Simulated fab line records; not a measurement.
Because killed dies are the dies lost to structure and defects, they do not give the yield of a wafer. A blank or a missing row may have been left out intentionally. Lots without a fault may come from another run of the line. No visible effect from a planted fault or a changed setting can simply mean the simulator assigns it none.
fab line records	flow sky130
[record] lots = 24	wafers = 72	last_day = 50
route steps=708 shown VIA2@522 CAPM@550 METAL3@568 VIA3@593
lots with no fault: from the same line, run without faults
start_h: hours from the record's first day to the start of the lot's first wafer shown	wait_h: hours elapsed since this lot's preceding step	" repeats the value in the row above	L1.1+2: several wafers, shown together as one row	- no value, or no start given	* or withheld: withheld	< > ~ a bound
route shown NAME@n: a module of which the file shows steps, and the number in the route of the first	usual: the fault-free wafers' mean and standard deviation	same: alike in all rows	chamber/n: place in a boat	sites: the reading at each site	_std_site: standard deviation across them	_edge_site: inner sites' mean taken away from outer sites' mean	radius_mm: how far each site lies from the wafer's centre	mask NAME#n: copy n	behind: tool/chamber where the wafer was last shaped	hold: the reason the lot was held/the length of the hold in hours/how it ended	device: names the non-switching transistor (n, p or np)	end of line: the route-end tests of the same wafers	step lacking rows: just its recipe	killed: not the wafer's yield, but the dies lost to structure and defects at the first sort	map: the dies of a wafer, with x for killed, . for not killed, _ for no die there
set.NAME: the setting the step ran with; set.NAME@STEP: the setting that earlier step ran with	model.NAME: the simulator's own value behind a step, which no gauge read
the route's steps for a sample of lots (tables are steps, rows are wafers)
services: when a tool's chamber went out of use (start_h, in hours from the record's first day, below 0 if earlier), for how many hours, and the reason
[[steps]]
[step SKY_VIA2_ETCH_15]
[recipe] target = SiO2	chemistry = C4F8/O2/Ar	target_depth_nm = 546	stop_on = TiN	mask_material = KrF-thick	source_w = 1500	bias_w = 1200	pressure_mtorr = 40	c4f8_flow_sccm = withheld	O2_flow_sccm = 6	Ar_flow_sccm = 300	time_s = 85.76
[usual] oes_product_au = 0.937/0.0049
lot.wafer	tool	chamber	start_h	wait_h	oes_product_au	rf_hours_counter_h
L074.1	rie_diel-01	3	846.80	0.0	0.941	7
L074.3	"	1	"	"	0.938	14
L074.4	"	0	"	"	0.938	4
L075.1	rie_diel-02	0	849.44	0.0	0.940	3
L075.4	"	1	"	"	0.934	15
L075.6	"	1	"	"	0.940	-
L076.1	rie_diel-04	2	854.64	0.0	0.943	19
L076.3	"	1	"	"	0.937	11
L076.6	"	2	"	"	0.939	-
L077.1	rie_diel-02	3	872.29	0.0	0.939	12
L077.5	"	2	"	"	0.934	-
L077.6	"	3	"	"	0.936	-
L078.2	rie_diel-01	3	872.94	0.0	0.941	8
L078.3	"	0	"	"	0.938	5
L078.4	"	1	"	"	0.945	14
L079.2	rie_diel-01	0	888.15	0.0	0.931	5
L079.3	"	1	"	"	0.939	14
L079.5	"	3	"	"	0.932	-
L080.2	rie_diel-04	0	900.74	0.0	0.929	8
L080.4	"	2	"	"	0.933	-
L080.5	"	3	"	"	0.940	-
L081.1	rie_diel-01	0	902.99	0.0	0.942	6
L081.3	"	1	"	"	0.930	15
L081.6	"	0	"	"	0.949	-
L082.1	rie_diel-02	3	911.44	0.0	0.937	13
L082.4	"	1	"	"	0.937	18
L082.5	"	2	"	"	0.937	-
L083.3	rie_diel-02	0	922.75	0.0	0.932	5
L083.4	"	3	"	"	0.937	13
L083.5	"	3	"	"	0.936	-
L084.1	rie_diel-01	2	923.24	0.0	0.936	9
L084.4	"	0	"	"	0.942	6
L084.5	"	2	"	"	0.943	-
L085.1	rie_diel-04	2	932.34	0.0	0.936	21
L085.4	"	3	"	"	0.933	7
L085.6	"	0	"	"	0.939	-
L086.1	rie_diel-04	1	934.34	0.0	0.933	14
L086.4	"	2	"	"	0.937	22
L086.5	"	3	"	"	0.943	-
L087.2	rie_diel-01	3	949.49	0.0	0.939	10
L087.4	"	0	"	"	0.935	7
L087.6	"	1	"	"	0.938	-
L088.3	rie_diel-04	3	953.19	0.0	0.941	7
L088.4	"	2	"	"	0.948	22
L088.6	"	1	"	"	0.942	-
L089.1	rie_diel-04	0	968.29	0.0	0.932	10
L089.3	"	1	"	"	0.940	15
L089.5	"	2	"	"	0.935	-
L090.3	rie_diel-01	1	973.60	0.0	0.941	16
L090.5	"	0	"	"	0.942	-
L090.6	"	3	"	"	0.937	-
L091.3	rie_diel-04	2	977.30	0.0	0.936	23
L091.5	"	1	"	"	0.941	-
L091.6	"	0	"	"	0.923	-
L092.2	rie_diel-04	0	980.59	0.0	0.931	11
L092.3	"	3	"	"	0.934	8
L092.6	"	3	"	"	0.932	-
L093.1	rie_diel-04	2	988.85	0.0	0.944	23
L093.4	"	0	"	"	0.942	11
L093.5	"	3	"	"	0.950	-
L095.2	rie_diel-01	1	992.20	0.0	0.934	17
L095.4	"	0	"	"	0.934	8
L095.5	"	3	"	"	0.931	-
L094.1	rie_diel-02	3	998.44	0.0	0.933	16
L094.3	"	1	"	"	0.940	20
L094.4	"	2	"	"	0.938	16
L096.1	rie_diel-01	0	1002.70	0.0	0.939	8
L096.2	"	3	"	"	0.935	11
L096.4	"	1	"	"	0.930	17
L097.1	rie_diel-02	3	1019.85	0.0	0.933	16
L097.2	"	2	"	"	0.937	17
L097.3	"	0	"	"	0.936	8
[step SKY_VIA2_THK_MEAS_23]
[recipe] thk_meas_gauge = xrf	reads = W_of_VIA2_CVD_21
[usual] VIA2_W_THK = 424/5.9
lot.wafer	tool	chamber	start_h	wait_h	VIA2_W_THK[nm]
L074.1	film_metro-02	-	847.80	0.1	421
L074.3	"	-	"	"	428
L074.4	"	-	"	"	423
L075.1	film_metro-03	-	850.44	0.1	419
L075.4	"	-	"	"	417
L075.6	"	-	"	"	421
L076.1	film_metro-01	-	855.74	0.1	433
L076.3	"	-	"	"	431
L076.6	"	-	"	"	426
L077.1	film_metro-02	-	873.29	0.1	427
L077.5	"	-	"	"	428
L077.6	"	-	"	"	434
L078.2	film_metro-01	-	873.92	0.1	411
L078.3	"	-	"	"	422
L078.4	"	-	"	"	409
L079.2	film_metro-02	-	889.12	0.1	424
L079.3	"	-	"	"	417
L079.5	"	-	"	"	417
L080.2	film_metro-01	-	901.72	0.1	426
L080.4	"	-	"	"	421
L080.5	"	-	"	"	429
L081.1	film_metro-02	-	904.01	0.1	420
L081.3	"	-	"	"	419
L081.6	"	-	"	"	420
L082.1	film_metro-02	-	912.42	0.1	430
L082.4	"	-	"	"	425
L082.5	"	-	"	"	435
L083.3	film_metro-01	-	923.74	0.1	429
L083.4	"	-	"	"	430
L083.5	"	-	"	"	429
L084.1	film_metro-03	-	924.22	0.1	423
L084.4	"	-	"	"	425
L084.5	"	-	"	"	425
L085.1	film_metro-03	-	933.37	0.1	425
L085.4	"	-	"	"	421
L085.6	"	-	"	"	418
L086.1	film_metro-02	-	935.35	0.1	430
L086.4	"	-	"	"	422
L086.5	"	-	"	"	436
L087.2	film_metro-03	-	950.88	0.1	412
L087.4	"	-	"	"	412
L087.6	"	-	"	"	413
L088.3	film_metro-02	-	954.21	0.1	423
L088.4	"	-	"	"	424
L088.6	"	-	"	"	419
L089.1	film_metro-01	-	969.37	0.1	427
L089.3	"	-	"	"	425
L089.5	"	-	"	"	426
L090.3	film_metro-02	-	974.87	0.1	422
L090.5	"	-	"	"	430
L090.6	"	-	"	"	419
L091.3	film_metro-02	-	978.78	0.1	424
L091.5	"	-	"	"	425
L091.6	"	-	"	"	423
L092.2	film_metro-01	-	981.57	0.1	430
L092.3	"	-	"	"	432
L092.6	"	-	"	"	430
L093.1	film_metro-03	-	989.81	0.1	421
L093.4	"	-	"	"	424
L093.5	"	-	"	"	417
L095.2	film_metro-01	-	993.21	0.1	424
L095.4	"	-	"	"	421
L095.5	"	-	"	"	424
L094.1	film_metro-01	-	999.42	0.1	428
L094.3	"	-	"	"	430
L094.4	"	-	"	"	428
L096.1	film_metro-02	-	1003.70	0.1	416
L096.2	"	-	"	"	425
L096.4	"	-	"	"	425
L097.1	film_metro-03	-	1020.88	0.1	422
L097.2	"	-	"	"	417
L097.3	"	-	"	"	421
[step SKY_CAPM_METAL_ETCH_13]
[recipe] target_depth_nm = 220	stop_on = SiO2	chemistry = Cl2/BCl3	target = TiN	pressure_mtorr = 10	icp_w = 900	bias_w = 48.5	Cl2_flow_sccm = 60	bcl3_flow_sccm = 30	time_s = 62.9
[usual] bcl3_flow_sccm = 29.99/0.085	drypump_motor_current_A = 5.69/0.2	oes_product_au = 0.944/0.0076	throttle_valve_pct = 21.899/0.0083
lot.wafer	tool	chamber	start_h	wait_h	bcl3_flow_sccm	drypump_motor_current_A	oes_product_au	rf_hours_counter_h	throttle_valve_pct
L074.1	rie_metal-04	1	874.28	0.0	30.08	5.76	0.939	10	21.886
L074.3	"	1	"	"	29.91	5.78	0.950	-	21.900
L074.4	"	0	"	"	30.12	5.89	0.949	-	21.903
L075.1	rie_metal-02	0	876.23	0.0	29.98	5.51	0.946	3	21.888
L075.4	"	0	"	"	29.98	5.48	0.950	-	21.897
L075.6	"	1	"	"	30.06	5.75	0.939	-	21.904
L076.1	rie_metal-02	0	881.43	0.0	30.06	5.50	0.950	3	21.902
L076.3	"	0	"	"	30.00	5.47	0.946	-	21.891
L076.6	"	0	"	"	30.03	5.51	0.939	-	21.906
L077.1	rie_metal-03	1	899.39	0.0	29.93	5.47	0.940	14	21.894
L077.5	"	1	"	"	29.95	5.47	0.949	-	21.896
L077.6	"	0	"	"	30.01	5.91	0.936	-	21.911
L078.2	rie_metal-04	1	900.00	0.0	29.78	5.75	0.950	11	21.903
L078.3	"	1	"	"	29.78	5.74	0.957	-	21.895
L078.4	"	0	"	"	30.10	5.94	0.949	-	21.900
L079.2	rie_metal-03	1	914.88	0.0	29.96	5.47	0.945	15	21.901
L079.3	"	0	"	"	29.92	5.89	0.933	-	21.907
L079.5	"	0	"	"	30.01	5.89	0.950	-	21.898
L080.2	rie_metal-03	1	927.54	0.0	30.10	5.46	0.953	16	21.897
L080.4	"	1	"	"	30.07	5.46	0.935	-	21.919
L080.5	"	1	"	"	30.07	5.44	0.939	-	21.901
L081.1	rie_metal-03	1	929.45	0.0	29.98	5.45	0.942	16	21.904
L081.3	"	0	"	"	29.96	5.90	0.941	-	21.893
L081.6	"	0	"	"	30.01	5.89	0.940	-	21.904
L082.1	rie_metal-02	0	937.24	0.0	29.96	5.48	0.949	5	21.887
L082.4	"	0	"	"	29.95	5.47	0.945	-	21.909
L082.5	"	1	"	"	29.89	5.75	0.946	-	21.909
L083.3	rie_metal-02	1	949.01	0.0	29.96	5.75	0.941	-	21.892
L083.4	"	0	"	"	30.13	5.48	0.949	-	21.897
L083.5	"	0	"	"	30.05	5.47	0.933	-	21.901
L084.1	rie_metal-04	0	949.25	0.0	30.02	5.88	0.954	14	21.885
L084.4	"	1	"	"	30.02	5.76	0.950	-	21.899
L084.5	"	0	"	"	29.89	5.89	0.962	-	21.882
L085.1	rie_metal-02	0	958.78	0.0	29.95	5.49	0.935	6	21.893
L085.4	"	1	"	"	29.85	5.75	0.939	-	21.911
L085.6	"	0	"	"	30.13	5.49	0.943	-	21.900
L086.1	rie_metal-03	1	959.38	0.0	30.16	5.45	0.938	17	21.915
L086.4	"	1	"	"	29.92	5.44	0.933	-	21.900
L086.5	"	1	"	"	30.05	5.44	0.959	-	21.888
L087.2	rie_metal-02	0	978.80	0.0	30.04	5.48	0.948	7	21.890
L087.4	"	1	"	"	30.09	5.76	0.944	-	21.884
L087.6	"	1	"	"	30.20	5.76	0.946	-	21.910
L088.3	rie_metal-03	0	978.91	0.0	29.90	5.89	0.950	-	21.905
L088.4	"	1	"	"	29.99	5.44	0.954	-	21.893
L088.6	"	1	"	"	29.98	5.42	0.941	-	21.899
L089.1	rie_metal-04	0	992.94	0.0	29.93	5.93	0.947	16	21.898
L089.3	"	0	"	"	29.89	5.89	0.943	-	21.903
L089.5	"	0	"	"	29.92	5.92	0.942	-	21.896
L090.3	rie_metal-03	0	999.31	0.0	30.07	5.90	0.952	-	21.902
L090.5	"	0	"	"	29.88	5.91	0.953	-	21.900
L090.6	"	1	"	"	30.03	5.41	0.937	-	21.906
L091.3	rie_metal-02	0	1002.93	0.0	30.03	5.50	0.933	-	21.898
L091.5	"	0	"	"	29.94	5.48	0.939	-	21.911
L091.6	"	1	"	"	29.93	5.76	0.931	-	21.906
L092.2	rie_metal-03	1	1005.40	0.0	30.05	5.45	0.941	20	21.903
L092.3	"	0	"	"	29.85	5.88	0.930	-	21.895
L092.6	"	1	"	"	30.04	5.44	0.942	-	21.898
L093.1	rie_metal-03	0	1013.73	0.0	30.03	5.91	0.951	17	21.902
L093.4	"	0	"	"	29.96	5.89	0.944	-	21.902
L093.5	"	1	"	"	29.98	5.45	0.952	-	21.904
L095.2	rie_metal-04	1	1016.69	0.0	30.04	5.74	0.938	18	21.907
L095.4	"	1	"	"	30.02	5.75	0.938	-	21.885
L095.5	"	0	"	"	30.07	5.89	0.938	-	21.902
L094.1	rie_metal-03	1	1022.18	0.0	29.89	5.44	0.949	20	21.893
L094.3	"	1	"	"	29.90	5.42	0.961	-	21.900
L094.4	"	0	"	"	30.04	5.91	0.948	-	21.897
L096.1	rie_metal-03	0	1027.43	0.0	29.94	5.93	0.953	18	21.884
L096.2	"	1	"	"	30.09	5.48	0.952	20	21.900
L096.4	"	0	"	"	30.03	5.91	0.953	-	21.900
L097.1	rie_metal-03	0	1043.55	0.0	29.95	5.90	0.935	19	21.900
L097.2	"	1	"	"	30.00	5.44	0.941	21	21.898
L097.3	"	0	"	"	29.92	5.91	0.947	-	21.884
[step SKY_METAL3_METAL_ETCH_18]
[recipe] target_depth_a = 8450	stop_on = SiO2	over_etch_frac = 0.3	time_s = 183.1	chemistry = Cl2/BCl3	resist_sidewall_deg = 88	pressure_mtorr = 10.24	icp_w = 900	bias_w = 48.5	Cl2_flow_sccm = 60	bcl3_flow_sccm = 30
[usual] bcl3_flow_sccm = 30.01/0.087	drypump_motor_current_A = 5.6/0.37	oes_product_au = 0.865/0.006	throttle_valve_pct = 21.984/0.0085
[same] over_etch_frac = 0.3
lot.wafer	tool	chamber	start_h	wait_h	bcl3_flow_sccm	drypump_motor_current_A	oes_product_au	rf_hours_counter_h	throttle_valve_pct
L074.1	rie_metal-03	0	900.51	0.0	29.93	5.9	0.885	12	21.979
L074.3	"	0	"	"	30.06	5.9	0.871	-	21.981
L074.4	"	1	"	"	30.08	5.4	0.863	-	21.975
L075.1	rie_metal-01	0	902.17	0.0	30.21	4.9	0.862	19	21.988
L075.4	"	0	"	"	30.15	4.8	0.872	-	21.991
L075.6	"	0	"	"	30.09	4.8	0.865	-	21.992
L076.1	rie_metal-03	0	907.55	0.0	29.76	5.9	0.868	12	21.985
L076.3	"	1	"	"	30.01	5.5	0.860	-	21.976
L076.6	"	1	"	"	30.02	5.4	0.860	-	21.997
L077.1	rie_metal-02	1	925.32	0.0	29.98	5.8	0.866	1	21.975
L077.5	"	1	"	"	30.01	5.8	0.872	-	21.979
L077.6	"	0	"	"	29.97	5.5	0.870	-	21.972
L078.2	rie_metal-03	0	925.93	0.0	30.05	5.9	0.858	13	21.988
L078.3	"	0	"	"	29.96	5.9	0.859	-	21.977
L078.4	"	1	"	"	30.07	5.4	0.860	-	21.986
L079.2	rie_metal-03	0	940.68	0.0	30.04	5.9	0.852	14	21.984
L079.3	"	0	"	"	30.08	5.9	0.861	-	21.985
L079.5	"	0	"	"	29.92	5.9	0.855	-	21.981
L080.2	rie_metal-03	0	952.85	0.0	29.97	5.9	0.858	14	21.982
L080.4	"	0	"	"	29.97	5.9	0.864	-	21.969
L080.5	"	0	"	"	29.99	5.9	0.868	-	21.973
L081.1	rie_metal-01	1	954.30	0.0	29.90	6.0	0.874	3	21.974
L081.3	"	1	"	"	29.92	6.0	0.866	-	21.981
L081.6	"	0	"	"	30.13	4.9	0.864	-	21.969
L082.1	rie_metal-01	0	962.35	0.0	29.89	4.9	0.865	1	21.994
L082.4	"	1	"	"	30.11	6.0	0.863	-	21.987
L082.5	"	0	"	"	30.02	4.9	0.853	-	21.986
L083.3	rie_metal-02	1	973.81	0.1	30.12	5.8	0.876	-	21.971
L083.4	"	0	"	"	29.90	5.5	0.861	-	21.981
L083.5	"	0	"	"	30.01	5.5	0.870	-	21.979
L084.1	rie_metal-01	0	974.10	0.0	29.99	4.9	0.862	1	21.986
L084.4	"	0	"	"	30.01	4.9	0.859	-	21.993
L084.5	"	0	"	"	30.02	4.9	0.852	-	21.976
L085.1	rie_metal-02	0	983.62	0.0	29.97	5.5	0.868	8	21.983
L085.4	"	1	"	"	30.10	5.8	0.870	-	21.990
L085.6	"	0	"	"	29.99	5.5	0.866	-	21.979
L086.1	rie_metal-03	1	983.97	0.0	30.01	5.5	0.860	18	21.991
L086.4	"	1	"	"	30.17	5.4	0.858	-	21.984
L086.5	"	1	"	"	30.04	5.5	0.864	-	21.996
L087.2	rie_metal-02	0	1003.55	0.0	30.00	5.5	0.863	9	21.982
L087.4	"	0	"	"	30.03	5.5	0.870	-	21.979
L087.6	"	0	"	"	30.03	5.5	0.864	-	21.987
L088.3	rie_metal-03	1	1003.96	0.1	30.05	5.5	0.868	-	21.976
L088.4	"	0	"	"	30.07	5.9	0.859	-	21.986
L088.6	"	0	"	"	29.92	5.9	0.866	-	21.982
L089.1	rie_metal-01	0	1016.66	0.0	30.06	4.9	0.871	4	21.977
L089.3	"	1	"	"	30.03	6.0	0.862	-	21.972
L089.5	"	0	"	"	29.90	4.9	0.861	-	21.978
L090.3	rie_metal-03	1	1022.98	0.1	29.97	5.5	0.864	-	21.976
L090.5	"	1	"	"	29.95	5.5	0.866	-	21.992
L090.6	"	0	"	"	29.85	5.9	0.870	-	21.978
L091.3	rie_metal-01	1	1026.53	0.1	29.97	6.0	0.866	-	21.980
L091.5	"	0	"	"	30.06	4.9	0.865	-	21.978
L091.6	"	1	"	"	29.97	6.0	0.869	-	21.993
L092.2	rie_metal-02	0	1029.50	0.0	29.90	5.5	0.867	10	22.001
L092.3	"	0	"	"	30.00	5.5	0.859	-	21.981
L092.6	"	0	"	"	29.94	5.5	0.866	-	21.963
L093.1	rie_metal-01	0	1036.85	0.0	30.07	4.9	0.864	5	21.966
L093.4	"	0	"	"	30.03	4.9	0.867	-	21.988
L093.5	"	1	"	"	30.00	6.0	0.857	-	21.992
L095.2	rie_metal-03	1	1039.40	0.0	30.05	5.5	0.864	21	21.971
L095.4	"	1	"	"	30.20	5.5	0.863	-	21.991
L095.5	"	0	"	"	29.96	5.9	0.866	-	21.994
L094.1	rie_metal-03	1	1045.71	0.0	30.04	5.5	0.861	22	21.978
L094.3	"	0	"	"	29.89	5.9	0.866	-	21.984
L094.4	"	1	"	"	30.11	5.5	0.868	-	21.996
L096.1	rie_metal-02	0	1050.15	0.0	29.84	5.5	0.872	11	22.005
L096.2	"	1	"	"	29.95	5.8	0.869	7	21.963
L096.4	"	1	"	"	30.01	5.7	0.870	-	21.988
L097.1	rie_metal-03	0	1065.90	0.0	30.00	5.9	0.865	21	21.982
L097.2	"	1	"	"	30.24	5.5	0.864	23	21.978
L097.3	"	1	"	"	30.00	5.5	0.860	-	21.988
[step SKY_VIA3_SPUTTER_20]
[recipe] material = TiN	target_thk_nm = 20	chamber_pressure_pa = 5	power_w = 4000	time_s = 80
[usual] throttle_valve_pct = 30.5/0.78
lot.wafer	tool	chamber	start_h	wait_h	throttle_valve_pct
L074.1	pvd_sputter-04	-	928.45	0.0	30.1
L074.3	"	-	"	"	31.1
L074.4	"	-	"	"	31.1
L075.1	pvd_sputter-01	-	929.25	0.0	31.5
L075.4	"	-	"	"	28.6
L075.6	"	-	"	"	30.8
L076.1	pvd_sputter-04	-	934.12	0.0	31.3
L076.3	"	-	"	"	29.9
L076.6	"	-	"	"	31.2
L077.1	pvd_sputter-04	-	952.34	0.0	31.2
L077.5	"	-	"	"	30.9
L077.6	"	-	"	"	29.4
L078.2	pvd_sputter-04	-	953.04	0.0	31.2
L078.3	"	-	"	"	31.2
L078.4	"	-	"	"	29.7
L079.2	pvd_sputter-03	-	966.36	0.0	30.4
L079.3	"	-	"	"	29.7
L079.5	"	-	"	"	30.7
L080.2	pvd_sputter-04	-	979.50	0.0	31.1
L080.4	"	-	"	"	31.1
L080.5	"	-	"	"	31.3
L081.1	pvd_sputter-04	-	980.92	0.0	31.3
L081.3	"	-	"	"	30.5
L081.6	"	-	"	"	31.0
L082.1	pvd_sputter-03	-	987.60	0.0	30.4
L082.4	"	-	"	"	29.9
L082.5	"	-	"	"	30.6
L083.3	pvd_sputter-01	-	1000.10	0.0	31.4
L083.4	"	-	"	"	30.4
L083.5	"	-	"	"	28.5
L084.1	pvd_sputter-04	-	1000.75	0.0	31.0
L084.4	"	-	"	"	30.4
L084.5	"	-	"	"	29.8
L085.1	pvd_sputter-04	-	1008.65	0.0	30.9
L085.4	"	-	"	"	29.9
L085.6	"	-	"	"	31.0
L086.1	pvd_sputter-01	-	1009.40	0.0	30.7
L086.4	"	-	"	"	28.6
L086.5	"	-	"	"	31.9
L087.2	pvd_sputter-04	-	1029.10	0.0	30.7
L087.4	"	-	"	"	30.0
L087.6	"	-	"	"	30.0
L088.3	pvd_sputter-03	-	1029.14	0.0	30.5
L088.4	"	-	"	"	29.8
L088.6	"	-	"	"	29.7
L089.1	pvd_sputter-04	-	1041.11	0.0	31.2
L089.3	"	-	"	"	30.4
L089.5	"	-	"	"	31.1
L090.3	pvd_sputter-04	-	1047.45	0.0	30.0
L090.5	"	-	"	"	31.3
L090.6	"	-	"	"	29.7
L091.3	pvd_sputter-01	-	1051.49	0.0	28.7
L091.5	"	-	"	"	31.5
L091.6	"	-	"	"	30.8
L092.2	pvd_sputter-04	-	1054.24	0.0	31.3
L092.3	"	-	"	"	30.1
L092.6	"	-	"	"	30.0
L093.1	pvd_sputter-01	-	1061.04	0.0	31.0
L093.4	"	-	"	"	30.3
L093.5	"	-	"	"	28.2
L095.2	pvd_sputter-01	-	1063.21	0.0	30.3
L095.4	"	-	"	"	28.5
L095.5	"	-	"	"	31.7
L094.1	pvd_sputter-04	-	1069.55	0.0	30.9
L094.3	"	-	"	"	31.3
L094.4	"	-	"	"	30.3
L096.1	pvd_sputter-03	-	1073.40	0.0	30.7
L096.2	"	-	"	"	30.3
L096.4	"	-	"	"	30.2
L097.1	pvd_sputter-04	-	1088.86	0.0	30.5
L097.2	"	-	"	"	31.4
L097.3	"	-	"	"	31.3
[step SKY_VIA3_CVD_21]
[recipe] material = W	target_thk_nm = 390	time_s = 117.31	temp_c = 400	pressure_torr = 40
[usual] heater_power_w = 871/23
lot.wafer	tool	chamber	start_h	wait_h	heater_power_w
L074.1	cvd_w-01	0	928.51	0.0	820
L074.3	"	1	"	"	898
L074.4	"	0	"	"	816
L075.1	cvd_w-01	0	929.31	0.0	847
L075.4	"	1	"	"	887
L075.6	"	0	"	"	837
L076.1	cvd_w-01	0	934.18	0.0	847
L076.3	"	0	"	"	841
L076.6	"	0	"	"	817
L077.1	cvd_w-01	1	952.40	0.0	882
L077.5	"	0	"	"	829
L077.6	"	1	"	"	862
L078.2	cvd_w-01	1	953.10	0.0	862
L078.3	"	1	"	"	871
L078.4	"	0	"	"	842
L079.2	cvd_w-02	1	966.46	0.1	892
L079.3	"	1	"	"	895
L079.5	"	1	"	"	891
L080.2	cvd_w-02	0	979.56	0.0	891
L080.4	"	0	"	"	889
L080.5	"	1	"	"	887
L081.1	cvd_w-01	0	980.98	0.0	831
L081.3	"	0	"	"	855
L081.6	"	0	"	"	864
L082.1	cvd_w-02	1	987.66	0.0	885
L082.4	"	1	"	"	864
L082.5	"	1	"	"	871
L083.3	cvd_w-02	1	1000.20	0.1	879
L083.4	"	0	"	"	877
L083.5	"	0	"	"	851
L084.1	cvd_w-01	1	1000.81	0.0	885
L084.4	"	0	"	"	842
L084.5	"	1	"	"	885
L085.1	cvd_w-02	0	1008.71	0.0	866
L085.4	"	0	"	"	880
L085.6	"	1	"	"	895
L086.1	cvd_w-01	1	1009.46	0.0	872
L086.4	"	1	"	"	901
L086.5	"	1	"	"	889
L087.2	cvd_w-01	1	1029.16	0.0	886
L087.4	"	1	"	"	886
L087.6	"	1	"	"	904
L088.3	cvd_w-02	1	1029.29	0.1	881
L088.4	"	1	"	"	895
L088.6	"	1	"	"	882
L089.1	cvd_w-02	1	1041.17	0.0	874
L089.3	"	1	"	"	883
L089.5	"	0	"	"	868
L090.3	cvd_w-01	1	1047.55	0.1	888
L090.5	"	0	"	"	839
L090.6	"	1	"	"	904
L091.3	cvd_w-01	1	1051.59	0.1	906
L091.5	"	1	"	"	880
L091.6	"	0	"	"	863
L092.2	cvd_w-01	1	1054.30	0.0	866
L092.3	"	1	"	"	882
L092.6	"	1	"	"	887
L093.1	cvd_w-02	0	1061.10	0.0	863
L093.4	"	1	"	"	891
L093.5	"	0	"	"	901
L095.2	cvd_w-01	0	1063.31	0.1	851
L095.4	"	0	"	"	869
L095.5	"	0	"	"	842
L094.1	cvd_w-01	0	1069.61	0.0	848
L094.3	"	1	"	"	892
L094.4	"	0	"	"	858
L096.1	cvd_w-02	1	1073.46	0.0	896
L096.2	"	0	"	"	896
L096.4	"	1	"	"	878
L097.1	cvd_w-01	1	1088.92	0.0	872
L097.2	"	0	"	"	846
L097.3	"	1	"	"	881
[[services]]
tool	chamber	start_h	hours	kind
cvd_w-01	-	828.93	0.9	repair
rie_metal-02	-	836.66	0.2	repair
cvd_w-02	1	844.92	16.4	repair
rie_metal-03	1	853.32	9.6	repair
rie_diel-04	2	863.49	8.6	repair
rie_metal-02	-	874.29	1.4	pm
rie_diel-01	1	878.10	1.7	repair
rie_diel-04	0	882.02	5.0	repair
rie_diel-04	1	886.93	14.7	repair
cvd_w-01	-	904.00	14.0	pm
pvd_sputter-04	-	904.86	0.8	repair
rie_diel-01	1	939.36	1.3	repair
rie_metal-02	-	953.26	0.6	repair
pvd_sputter-04	-	959.22	0.5	repair
cvd_w-02	0	963.70	3.2	repair
cvd_w-01	-	987.61	1.8	repair
cvd_w-01	0	1002.90	8.3	repair
rie_diel-04	1	1017.73	36.8	repair
cvd_w-02	0	1024.06	8.0	repair
rie_metal-02	1	1037.06	3.8	repair
rie_diel-01	2	1045.43	4.3	repair
cvd_w-01	1	1062.06	1.7	repair
rie_diel-01	-	1070.07	0.9	repair
rie_diel-01	0	1077.18	3.7	repair
[[key]]
fault none
